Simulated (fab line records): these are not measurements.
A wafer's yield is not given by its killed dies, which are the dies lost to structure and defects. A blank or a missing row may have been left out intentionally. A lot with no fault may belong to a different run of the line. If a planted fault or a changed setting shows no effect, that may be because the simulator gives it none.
One fault through the eyes of 2 desks || flow gf180mcu || what lay behind the numbers comes last; until then each desk has only its own

== METROLOGY DESK ==
What the gauges read, lot by lot, whatever tool the lot ran on: means of the sampled wafers that have a number. Any lot whose mean is over 4 standard deviations away from the usual mean is out of limits and marked OUT; that distance is given in the brackets.
Columns: A = STI_CVD_23_THK at GF_STI_THK_MEAS_24, usual 654 nm; B = cd_nm at GF_POLY_GATE_CD_MEAS_18, usual 280.6 nm; C = cd_nm at GF_M1_CD_MEAS_14, usual 229.5 nm
{"lot": "L856", "first seen here": "day 2 03:20", "A": 656, "B": 277.9, "C": 228.2}
{"lot": "L857", "first seen here": "day 2 10:11", "A": 650, "B": 279.6, "C": 229.5}
{"lot": "L858", "first seen here": "day 2 13:48", "A": 655, "B": 280.6, "C": 230.7}
{"lot": "L863", "first seen here": "day 3 15:23", "A": 653, "B": 280.6, "C": 229.2}
{"lot": "L864", "first seen here": "day 4 00:17", "A": 656, "B": 281.8, "C": 228.3}
{"lot": "L868", "first seen here": "day 4 20:19", "A": 645, "B": 281.3, "C": 229.1}
{"lot": "L870", "first seen here": "day 5 07:33", "A": 655, "B": 280.7, "C": 229.6}
{"lot": "L873", "first seen here": "day 5 19:06", "A": 655, "B": 282.5, "C": 228.1}
{"lot": "L874", "first seen here": "day 6 02:31", "A": 654, "B": 283.4, "C": 228.1}
{"lot": "L875", "first seen here": "day 6 07:42", "A": 651, "B": 281.1, "C": 230.4}
{"lot": "L876", "first seen here": "day 6 11:06", "A": 645, "B": 280.3, "C": 226.8}
{"lot": "L877", "first seen here": "day 6 16:12", "A": 649, "B": 280.1, "C": 228.6}
{"lot": "L878", "first seen here": "day 6 21:37", "A": 644, "B": 283.7, "C": 230.3}
{"lot": "L879", "first seen here": "day 7 02:59", "A": 656, "B": 281.1, "C": 231.3}
This desk's verdict: no lot among the 14 shows anything out of limits.

== AT THE TOOL OWNER'S DESK: plasma_asher-02 ==
The tool's own readings at GF_HV_LDD_STRIP_22 (strips in O2/N2): means of the sampled wafers that have a number, for each lot that ran on this tool. Any lot whose mean is over 4 standard deviations away from the usual mean is out of limits and marked OUT; that distance is given in the brackets.
Columns: A = drypump_motor_current_A at GF_HV_LDD_STRIP_22, usual 5.3 A; B = heater_power_w at GF_HV_LDD_STRIP_22, usual 343 W; C = oes_product_au at GF_HV_LDD_STRIP_22, usual 0.717 a.u.; D = platen_temp_c at GF_HV_LDD_STRIP_22, usual 249.99 C; E = strip_time_to_endpoint_s at GF_HV_LDD_STRIP_22, usual 12.63 s
{"lot": "L863", "first seen here": "day 13 03:21", "A": 5.3, "B": 327, "C": "0.741 (+6.1) OUT", "D": "252.39 (+13) OUT", "E": "12.02 (-19) OUT"}
{"lot": "L864", "first seen here": "day 13 20:26", "A": 5.3, "B": 332, "C": "0.735 (+4.6) OUT", "D": "252.47 (+14) OUT", "E": "12.04 (-18) OUT"}
{"lot": "L877", "first seen here": "day 17 11:26", "A": 5.3, "B": 324, "C": 0.718, "D": 249.80, "E": 12.64}
This desk's finding: out of limits on L863, L864; first on L863, day 13 03:21 (oes_product_au at GF_HV_LDD_STRIP_22). L877: within limits.

== ALL TOGETHER ==
At day 13 03:21, on L863, L864, the tool owner's desk was in a position to raise an alarm.
The metrology desk saw nothing out of limits.
The metrology desk holds a record of L863, L864, inside its limits.
Of the lots named, all ran GF_HV_LDD_STRIP_22 on plasma_asher-02.

== WHAT THE SIMULATOR HAD PUT IN ==
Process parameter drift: plasma_asher-02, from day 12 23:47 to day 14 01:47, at GF_HV_LDD_STRIP_22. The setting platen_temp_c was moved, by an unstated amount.
Shown lots that were struck: L863, L864.
Each desk's first reading out of limits, in hours after the fault started: the tool owner's desk, 4.
